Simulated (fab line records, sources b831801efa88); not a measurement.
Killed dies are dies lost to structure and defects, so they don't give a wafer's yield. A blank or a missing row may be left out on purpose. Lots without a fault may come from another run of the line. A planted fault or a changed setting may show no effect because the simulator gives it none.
fab line records | flow sky130 | part 1 of 2: steps 1 to 21 of 29
record lots=5 wafers=15 last_day=50
route steps=708 shown PWDE@50 NWELL@56
lots that met no fault: from a run of the same line without faults
start_h: hours from the record's first day to the start of the lot's first wafer shown | wait_h: hours since the lot's step before | " the same as in the row above | L1.1+2: a row that stands for several wafers | - no value, or no start given | * or withheld: withheld | < > ~ a bound
route shown NAME@n: a module of which the file shows steps, and the number in the route of the first | usual: mean/standard deviation of fault-free wafers | same: alike in all rows | chamber/n: place in a boat | sites: the reading at each site | _std_site: their standard deviation | _edge_site: outer sites' mean less inner sites' | radius_mm: how far each site lies from the wafer's centre | mask NAME#n: copy n | behind: the tool/chamber that last shaped the wafer | hold: why the lot was held/for how many hours/how that ended | device: the transistor (n, p or np) that didn't switch | end of line: the same wafers' tests at the end of the route | a step without rows: its recipe alone | killed: dies lost to structure and defects at the first sort, not the wafer's yield | map: a wafer's dies, x killed, . not, _ none there
set.NAME: the setting as run; set.NAME@STEP: as run at that earlier step | model.NAME: the simulator's own value behind a step, which no gauge read
lots at some steps of the route; a table a step, a row a wafer
services: from which hour (start_h, from the record's first day; less than 0 if before it) a tool's chamber was out of use, for how many hours, and why
## steps
# step SKY_PWDE_PEB_05
# recipe temp_c=115 time_s=withheld
# usual chill_plate_temp_C=22.99/0.11 exhaust_pa=45.0/0.78
# columns lot.wafer tool chamber start_h wait_h chill_plate_temp_C exhaust_pa
L083.1 litho_track-02 0 - - 23.06 43.9
L083.2 " 0 " " 23.04 46.1
L083.4 " 0 " " 23.03 44.1
L085.2 litho_track-03 0 - - 22.89 45.2
L085.4 " 0 " " 22.87 44.8
L085.5 " 0 " " 22.86 45.6
L086.1 litho_track-03 0 - - 23.13 44.3
L086.4 " 0 " " 23.25 46.4
L086.6 " 0 " " 23.17 44.0
L089.1 litho_track-01 0 - - 22.84 43.8
L089.4 " 0 " " 23.21 45.7
L089.5 " 0 " " 22.98 45.1
L097.3 litho_track-01 0 - - 23.11 43.1
L097.5 " 0 " " 23.13 45.2
L097.6 " 0 " " 23.12 45.1
# step SKY_PWDE_DEVELOP_06
# recipe wall_angle_deg=90 developer=TMAH develop_time_s=60 dev_temp_c=23
# usual chill_plate_temp_C=23.00/0.13 exhaust_pa=44.9/0.89
# columns lot.wafer tool chamber start_h wait_h chill_plate_temp_C exhaust_pa
L083.1 litho_track-02 0 - - 22.83 43.7
L083.2 " 0 " " 22.86 43.6
L083.4 " 0 " " 22.98 44.1
L085.2 litho_track-03 0 - - 22.90 45.8
L085.4 " 0 " " 23.05 44.8
L085.5 " 0 " " 22.77 46.3
L086.1 litho_track-03 0 - - 22.88 44.5
L086.4 " 0 " " 23.12 45.8
L086.6 " 0 " " 22.94 43.5
L089.1 litho_track-01 0 - - 23.10 45.2
L089.4 " 0 " " 23.08 45.5
L089.5 " 0 " " 22.91 47.2
L097.3 litho_track-01 0 - - 23.08 44.4
L097.5 " 0 " " 22.89 46.3
L097.6 " 0 " " 22.91 46.7
# step SKY_PWDE_OVL_MEAS_07
# usual PWDE_OVL=-0.1/1.8
# columns lot.wafer tool chamber start_h wait_h PWDE_OVL[nm]
L083.1 overlay-01 - 117.75 - 2.7
L083.2 " - " " 0.9
L083.4 " - " " 2.8
L085.2 overlay-02 - 131.40 - 0.2
L085.4 " - " " 0.1
L085.5 " - " " -0.8
L086.1 overlay-02 - 135.40 - 0.2
L086.4 " - " " -0.5
L086.6 " - " " -0.8
L089.1 overlay-01 - 151.24 - 3.7
L089.4 " - " " 1.6
L089.5 " - " " 2.1
L097.3 overlay-02 - 212.85 - -1.1
L097.5 " - " " 0.0
L097.6 " - " " -0.8
# step SKY_PWDE_IMPLANT_08
# recipe species=B energy_kev=150 dose_cm2=3.6e+12 tilt_deg=withheld
# usual dose_ions_cm2=3.6e+12/4.4e+09
# columns lot.wafer tool chamber start_h wait_h dose_ions_cm2
L083.1 implanter-04 0 117.78 0.0 3.605e+12
L083.2 " 0 " " 3.603e+12
L083.4 " 0 " " 3.599e+12
L085.2 implanter-01 0 131.46 0.0 3.601e+12
L085.4 " 0 " " 3.592e+12
L085.5 " 0 " " 3.598e+12
L086.1 implanter-01 0 135.43 0.0 3.607e+12
L086.4 " 0 " " 3.608e+12
L086.6 " 0 " " 3.606e+12
L089.1 implanter-04 0 151.28 0.0 3.598e+12
L089.4 " 0 " " 3.597e+12
L089.5 " 0 " " 3.602e+12
L097.3 implanter-04 0 212.93 0.1 3.598e+12
L097.5 " 0 " " 3.603e+12
L097.6 " 0 " " 3.595e+12
# step SKY_PWDE_STRIP_09
# recipe chemistry=O2/N2 power_w=1400 pressure_mtorr=1500 platen_temp_c=withheld o2_flow_sccm=3000 n2_flow_sccm=300 overash_fraction=0.5
# usual chamber_pressure_mTorr=1500.0/1.4 drypump_motor_current_A=6.0/0.41 oes_product_au=0.722/0.0048 strip_time_to_endpoint_s=36.95/0.1
# columns lot.wafer tool chamber start_h wait_h chamber_pressure_mTorr drypump_motor_current_A oes_product_au rf_hours_counter_h strip_time_to_endpoint_s
L083.1 plasma_asher-02 1 117.93 0.1 1501.7 5.5 0.726 0 36.96
L083.2 " 0 " " 1502.1 5.9 0.728 0 36.88
L083.4 " 1 " " 1500.5 5.5 0.717 - 37.07
L085.2 plasma_asher-02 1 131.58 0.1 1500.2 5.5 0.727 1 37.05
L085.4 " 0 " " 1502.6 5.9 0.723 - 36.96
L085.5 " 0 " " 1499.8 6.0 0.723 - 37.05
L086.1 plasma_asher-03 1 135.58 0.1 1502.2 5.7 0.721 44 36.97
L086.4 " 1 " " 1497.9 5.7 0.725 - 36.82
L086.6 " 1 " " 1500.2 5.7 0.723 - 36.87
L089.1 plasma_asher-02 1 151.43 0.1 1501.1 5.5 0.731 3 36.81
L089.4 " 0 " " 1499.2 5.9 0.723 - 36.85
L089.5 " 0 " " 1499.0 5.9 0.720 - 36.84
L097.3 plasma_asher-04 1 213.06 0.1 1500.7 5.7 0.720 - 37.07
L097.5 " 1 " " 1499.5 5.8 0.717 - 37.08
L097.6 " 0 " " 1499.6 6.6 0.726 - 37.02
# step SKY_PWDE_TW_MEAS_10
# usual PWDE_TW=374/4.6
# columns lot.wafer tool chamber start_h wait_h PWDE_TW
L083.1 film_metro-01 - 118.03 0.1 369
L083.2 " - " " 369
L083.4 " - " " 367
L085.2 film_metro-03 - 131.69 0.1 381
L085.4 " - " " 382
L085.5 " - " " 380
L086.1 film_metro-02 - 135.68 0.1 374
L086.4 " - " " 374
L086.6 " - " " 376
L089.1 film_metro-01 - 151.53 0.1 369
L089.4 " - " " 369
L089.5 " - " " 366
L097.3 film_metro-03 - 213.15 0.1 378
L097.5 " - " " 380
L097.6 " - " " 376
# step SKY_NWELL_DEHYDRATE_03
# recipe temp_c=200 time_s=60
# usual chill_plate_temp_C=23.01/0.1 exhaust_pa=45.0/0.92
# columns lot.wafer tool chamber start_h wait_h chill_plate_temp_C exhaust_pa
L083.1 litho_track-01 0 126.89 8.8 22.89 46.4
L083.2 " 0 " " 22.95 45.1
L083.4 " 0 " " 23.00 44.3
L085.2 litho_track-03 0 140.32 8.6 22.92 46.1
L085.4 " 0 " " 22.93 44.4
L085.5 " 0 " " 22.95 45.4
L086.1 litho_track-04 0 145.17 9.5 23.01 44.0
L086.4 " 0 " " 23.00 43.2
L086.6 " 0 " " 23.01 43.0
L089.1 litho_track-01 0 160.54 9.0 22.95 44.8
L089.4 " 0 " " 23.02 43.5
L089.5 " 0 " " 23.16 43.7
L097.3 litho_track-04 0 223.42 10.3 23.19 42.9
L097.5 " 0 " " 23.15 43.8
L097.6 " 0 " " 23.08 43.8
# step SKY_NWELL_HMDS_04
# recipe prime_time_s=60 prime_temp_c=120
# usual chill_plate_temp_C=23.02/0.11 exhaust_pa=45.1/0.95
# columns lot.wafer tool chamber start_h wait_h chill_plate_temp_C exhaust_pa
L083.1 litho_track-01 0 127.04 0.1 23.01 46.3
L083.2 " 0 " " 22.94 46.8
L083.4 " 0 " " 23.14 44.9
L085.2 litho_track-03 0 140.47 0.1 23.01 46.1
L085.4 " 0 " " 22.95 46.8
L085.5 " 0 " " 22.92 45.9
L086.1 litho_track-04 0 145.32 0.1 23.10 44.0
L086.4 " 0 " " 22.77 44.9
L086.6 " 0 " " 23.00 44.1
L089.1 litho_track-01 0 160.69 0.1 23.09 45.4
L089.4 " 0 " " 22.88 45.9
L089.5 " 0 " " 22.97 46.3
L097.3 litho_track-04 0 223.57 0.1 22.95 45.4
L097.5 " 0 " " 23.14 44.2
L097.6 " 0 " " 22.96 46.4
# step SKY_NWELL_COAT_05
# recipe spin_rpm=2000 resist_thk_nm=3000
# usual chill_plate_temp_C=23.01/0.096 exhaust_pa=45.1/0.89 spin_speed_rpm=1999.9/1.4
# columns lot.wafer tool chamber start_h wait_h chill_plate_temp_C exhaust_pa spin_speed_rpm
L083.1 litho_track-01 0 127.19 0.1 23.03 43.3 2001.8
L083.2 " 0 " " 22.85 44.1 2001.6
L083.4 " 0 " " 23.00 45.4 2001.3
L085.2 litho_track-03 0 140.62 0.1 23.06 45.6 1998.5
L085.4 " 0 " " 23.17 46.2 1999.8
L085.5 " 0 " " 23.07 44.6 1998.5
L086.1 litho_track-04 0 145.47 0.1 23.00 45.1 2001.2
L086.4 " 0 " " 23.07 45.6 1999.3
L086.6 " 0 " " 22.97 45.7 1998.9
L089.1 litho_track-01 0 160.84 0.1 23.12 45.1 2000.9
L089.4 " 0 " " 22.94 45.1 2000.6
L089.5 " 0 " " 22.98 45.3 1998.9
L097.3 litho_track-04 0 223.72 0.1 22.92 45.3 2000.2
L097.5 " 0 " " 22.88 46.2 2000.4
L097.6 " 0 " " 22.92 46.1 1999.3
# step SKY_NWELL_SOFTBAKE_06
# recipe temp_c=110 time_s=withheld
# usual chill_plate_temp_C=22.99/0.099 exhaust_pa=45.0/0.86
# columns lot.wafer tool chamber start_h wait_h chill_plate_temp_C exhaust_pa
L083.1 litho_track-01 0 127.34 0.1 23.24 44.8
L083.2 " 0 " " 22.93 45.2
L083.4 " 0 " " 22.88 44.7
L085.2 litho_track-03 0 140.78 0.1 22.95 44.8
L085.4 " 0 " " 23.05 44.0
L085.5 " 0 " " 22.87 44.1
L086.1 litho_track-04 0 145.62 0.1 23.15 44.5
L086.4 " 0 " " 23.08 44.3
L086.6 " 0 " " 23.01 44.8
L089.1 litho_track-01 0 160.99 0.1 23.05 45.5
L089.4 " 0 " " 22.98 45.4
L089.5 " 0 " " 22.91 45.2
L097.3 litho_track-04 0 223.88 0.1 23.10 46.2
L097.5 " 0 " " 23.13 45.0
L097.6 " 0 " " 23.05 46.6
# step SKY_NWELL_EXPOSE_07
# recipe mask_id=NWM na=0.6 source_shape=conventional sigma_outer=0.6 polarization=unpolarized target_cd_nm=840 dose_mj=255
# usual exposure_dose_mJ_cm2=255.03/0.26 focus_offset_nm=-0.1/0.51 stage_vel_mm_s=500.07/0.25
# same na=0.6
# columns lot.wafer tool chamber start_h wait_h mask exposure_dose_mJ_cm2 focus_offset_nm stage_vel_mm_s
L083.1 iline_stepper-01 0 - - NWM#0 255.17 0.0 500.21
L083.2 " 0 " " NWM#0 255.32 -0.7 500.12
L083.4 " 0 " " NWM#0 254.95 0.5 499.89
L085.2 iline_stepper-01 0 - - NWM#0 254.96 0.3 499.94
L085.4 " 0 " " NWM#0 254.97 0.0 500.00
L085.5 " 0 " " NWM#0 255.14 0.3 500.03
L086.1 iline_stepper-01 0 - - NWM#0 254.91 0.2 500.21
L086.4 " 0 " " NWM#0 254.83 0.1 500.47
L086.6 " 0 " " NWM#0 254.64 -0.3 500.21
L089.1 iline_stepper-02 0 - - NWM#0 255.55 -0.2 499.70
L089.4 " 0 " " NWM#0 255.13 0.0 500.42
L089.5 " 0 " " NWM#0 254.79 0.9 500.02
L097.3 iline_stepper-01 0 - - NWM#0 255.11 0.0 500.32
L097.5 " 0 " " NWM#0 254.77 -1.1 500.57
L097.6 " 0 " " NWM#0 255.12 -0.7 500.50
# step SKY_NWELL_PEB_08
# recipe temp_c=115 time_s=withheld
# usual chill_plate_temp_C=23.01/0.1 exhaust_pa=44.9/0.85
# columns lot.wafer tool chamber start_h wait_h chill_plate_temp_C exhaust_pa
L083.1 litho_track-03 0 - - 22.99 45.0
L083.2 " 0 " " 22.90 46.6
L083.4 " 0 " " 22.92 46.2
L085.2 litho_track-03 0 - - 23.01 45.0
L085.4 " 0 " " 22.80 45.4
L085.5 " 0 " " 23.07 45.8
L086.1 litho_track-01 0 - - 22.85 46.0
L086.4 " 0 " " 23.02 45.3
L086.6 " 0 " " 22.92 44.0
L089.1 litho_track-03 0 - - 23.02 42.9
L089.4 " 0 " " 22.97 43.4
L089.5 " 0 " " 22.89 44.6
L097.3 litho_track-04 0 - - 22.88 45.8
L097.5 " 0 " " 23.00 44.0
L097.6 " 0 " " 22.97 44.1
# step SKY_NWELL_DEVELOP_09
# recipe wall_angle_deg=90 developer=TMAH develop_time_s=60 dev_temp_c=23
# usual chill_plate_temp_C=23.02/0.097 exhaust_pa=45.1/0.92
# columns lot.wafer tool chamber start_h wait_h chill_plate_temp_C exhaust_pa
L083.1 litho_track-03 0 - - 23.05 44.7
L083.2 " 0 " " 23.15 44.7
L083.4 " 0 " " 23.15 45.9
L085.2 litho_track-03 0 - - 22.90 46.4
L085.4 " 0 " " 22.84 44.6
L085.5 " 0 " " 23.05 44.7
L086.1 litho_track-01 0 - - 22.95 44.3
L086.4 " 0 " " 23.03 43.5
L086.6 " 0 " " 23.07 43.8
L089.1 litho_track-03 0 - - 23.27 43.7
L089.4 " 0 " " 22.98 44.8
L089.5 " 0 " " 23.14 44.3
L097.3 litho_track-04 0 - - 22.75 45.0
L097.5 " 0 " " 23.10 45.3
L097.6 " 0 " " 22.98 45.3
# step SKY_NWELL_OVL_MEAS_10
# usual NWELL_00_OVL=-0.4/1.4
# columns lot.wafer tool chamber start_h wait_h NWELL_00_OVL[nm]
L083.1 overlay-02 - 136.95 - -0.2
L083.2 " - " " 0.0
L083.4 " - " " -0.6
L085.2 overlay-02 - 149.55 - -0.4
L085.4 " - " " -0.9
L085.5 " - " " 1.9
L086.1 overlay-02 - 154.69 - -1.7
L086.4 " - " " -0.2
L086.6 " - " " -1.0
L089.1 overlay-02 - 170.60 - -3.1
L089.4 " - " " -1.8
L089.5 " - " " -2.5
L097.3 overlay-02 - 235.78 - -0.3
L097.5 " - " " -0.7
L097.6 " - " " -0.5
# step SKY_NWELL_IMPLANT_11
# recipe species=P energy_kev=400 dose_cm2=1.9e+13 tilt_deg=withheld
# usual dose_ions_cm2=1.9001e+13/2.1e+10
# columns lot.wafer tool chamber start_h wait_h dose_ions_cm2
L083.1 implanter-01 0 136.98 0.0 1.9014e+13
L083.2 " 0 " " 1.9043e+13
L083.4 " 0 " " 1.9025e+13
L085.2 implanter-01 0 149.61 0.0 1.8971e+13
L085.4 " 0 " " 1.9016e+13
L085.5 " 0 " " 1.8992e+13
L086.1 implanter-02 0 154.73 0.0 1.897e+13
L086.4 " 0 " " 1.8959e+13
L086.6 " 0 " " 1.8979e+13
L089.1 implanter-01 0 170.63 0.0 1.9018e+13
L089.4 " 0 " " 1.9013e+13
L089.5 " 0 " " 1.9014e+13
L097.3 implanter-02 0 235.85 0.1 1.8943e+13
L097.5 " 0 " " 1.8933e+13
L097.6 " 0 " " 1.8988e+13
# step SKY_NWELL_IMPLANT_12
# recipe species=P energy_kev=120 dose_cm2=1.3e+12 tilt_deg=withheld
# usual dose_ions_cm2=1.3003e+12/1.4e+09
# columns lot.wafer tool chamber start_h wait_h dose_ions_cm2
L083.1 implanter-01 0 137.13 0.1 1.2987e+12
L083.2 " 0 " " 1.3031e+12
L083.4 " 0 " " 1.2997e+12
L085.2 implanter-01 0 149.76 0.1 1.3008e+12
L085.4 " 0 " " 1.2989e+12
L085.5 " 0 " " 1.2994e+12
L086.1 implanter-02 0 154.88 0.1 1.2994e+12
L086.4 " 0 " " 1.2987e+12
L086.6 " 0 " " 1.2987e+12
L089.1 implanter-01 0 170.78 0.1 1.3006e+12
L089.4 " 0 " " 1.3002e+12
L089.5 " 0 " " 1.2999e+12
L097.3 implanter-02 0 236.00 0.1 1.3017e+12
L097.5 " 0 " " 1.3018e+12
L097.6 " 0 " " 1.3009e+12
# step SKY_NWELL_IMPLANT_13
# recipe species=P energy_kev=50 dose_cm2=7e+11 tilt_deg=withheld
# usual dose_ions_cm2=6.999e+11/8.6e+08
# columns lot.wafer tool chamber start_h wait_h dose_ions_cm2
L083.1 implanter-01 0 137.28 0.1 7.002e+11
L083.2 " 0 " " 6.998e+11
L083.4 " 0 " " 6.985e+11
L085.2 implanter-01 0 149.91 0.1 7.025e+11
L085.4 " 0 " " 7.006e+11
L085.5 " 0 " " 7.005e+11
L086.1 implanter-02 0 155.03 0.1 7.008e+11
L086.4 " 0 " " 7.018e+11
L086.6 " 0 " " 7.013e+11
L089.1 implanter-01 0 170.93 0.1 6.999e+11
L089.4 " 0 " " 7.002e+11
L089.5 " 0 " " 7.003e+11
L097.3 implanter-02 0 236.15 0.1 6.984e+11
L097.5 " 0 " " 6.995e+11
L097.6 " 0 " " 7.004e+11
# step SKY_NWELL_STRIP_14
# recipe chemistry=O2/N2 power_w=1400 pressure_mtorr=1500 platen_temp_c=withheld o2_flow_sccm=3000 n2_flow_sccm=300 overash_fraction=0.5
# usual chamber_pressure_mTorr=1499.9/1.3 drypump_motor_current_A=5.8/0.48 oes_product_au=0.722/0.0043 strip_time_to_endpoint_s=36.96/0.11
# columns lot.wafer tool chamber start_h wait_h chamber_pressure_mTorr drypump_motor_current_A oes_product_au rf_hours_counter_h strip_time_to_endpoint_s
L083.1 plasma_asher-03 1 137.43 0.1 1501.1 5.7 0.719 44 36.92
L083.2 " 0 " " 1502.7 6.3 0.721 44 36.93
L083.4 " 0 " " 1499.3 6.3 0.719 - 36.93
L085.2 plasma_asher-01 1 150.03 0.1 1499.7 6.3 0.728 48 36.97
L085.4 " 1 " " 1500.7 6.2 0.723 - 37.03
L085.5 " 1 " " 1499.4 6.3 0.727 - 37.12
L086.1 plasma_asher-02 1 155.18 0.1 1498.5 5.5 0.720 3 36.79
L086.4 " 0 " " 1498.1 5.9 0.729 - 36.80
L086.6 " 1 " " 1499.6 5.5 0.723 - 36.78
L089.1 plasma_asher-02 1 171.08 0.1 1499.1 5.5 0.724 5 36.92
L089.4 " 1 " " 1499.4 5.5 0.723 - 36.90
L089.5 " 0 " " 1501.1 5.9 0.724 - 36.90
L097.3 plasma_asher-03 1 236.29 0.1 1502.6 5.7 0.729 - 36.85
L097.5 " 1 " " 1501.1 5.7 0.716 - 36.89
L097.6 " 0 " " 1500.4 6.3 0.723 - 36.99
# step SKY_NWELL_TW_MEAS_15
# usual NWELL_TW=1814/24
# columns lot.wafer tool chamber start_h wait_h NWELL_TW
L083.1 film_metro-01 - 137.53 0.1 1806
L083.2 " - " " 1795
L083.4 " - " " 1792
L085.2 film_metro-01 - 150.14 0.1 1785
L085.4 " - " " 1776
L085.5 " - " " 1784
L086.1 film_metro-02 - 155.28 0.1 1820
L086.4 " - " " 1824
L086.6 " - " " 1830
L089.1 film_metro-01 - 171.18 0.1 1795
L089.4 " - " " 1798
L089.5 " - " " 1787
L097.3 film_metro-01 - 236.37 0.1 1805
L097.5 " - " " 1801
L097.6 " - " " 1791
# step SKY_NWELL_DEHYDRATE_16
# recipe temp_c=200 time_s=60
# usual chill_plate_temp_C=22.99/0.11 exhaust_pa=45.0/0.92
# columns lot.wafer tool chamber start_h wait_h chill_plate_temp_C exhaust_pa
L083.1 litho_track-04 0 146.42 8.9 22.80 44.8
L083.2 " 0 " " 22.97 44.5
L083.4 " 0 " " 22.94 44.6
L085.2 litho_track-04 0 159.04 8.9 22.77 45.7
L085.4 " 0 " " 22.80 46.0
L085.5 " 0 " " 22.88 45.4
L086.1 litho_track-01 0 164.79 9.5 23.02 45.2
L086.4 " 0 " " 23.04 44.6
L086.6 " 0 " " 23.04 44.6
L089.1 litho_track-04 0 180.47 9.3 22.97 45.5
L089.4 " 0 " " 22.85 44.7
L089.5 " 0 " " 23.09 44.9
L097.3 litho_track-03 0 247.05 10.7 22.92 47.1
L097.5 " 0 " " 22.88 46.0
L097.6 " 0 " " 22.82 46.3
# step SKY_NWELL_HMDS_17
# recipe prime_time_s=60 prime_temp_c=120
# usual chill_plate_temp_C=22.99/0.097 exhaust_pa=44.9/0.93
# columns lot.wafer tool chamber start_h wait_h chill_plate_temp_C exhaust_pa
L083.1 litho_track-04 0 146.57 0.1 23.02 43.9
L083.2 " 0 " " 23.00 41.9
L083.4 " 0 " " 23.04 43.9
L085.2 litho_track-04 0 159.19 0.1 23.11 45.8
L085.4 " 0 " " 23.17 45.0
L085.5 " 0 " " 23.18 44.5
L086.1 litho_track-01 0 164.94 0.1 22.99 46.8
L086.4 " 0 " " 22.93 46.4
L086.6 " 0 " " 23.14 47.4
L089.1 litho_track-04 0 180.62 0.1 23.02 43.7
L089.4 " 0 " " 23.03 43.9
L089.5 " 0 " " 23.02 45.1
L097.3 litho_track-03 0 247.20 0.1 22.97 44.1
L097.5 " 0 " " 23.07 45.7
L097.6 " 0 " " 23.18 44.3
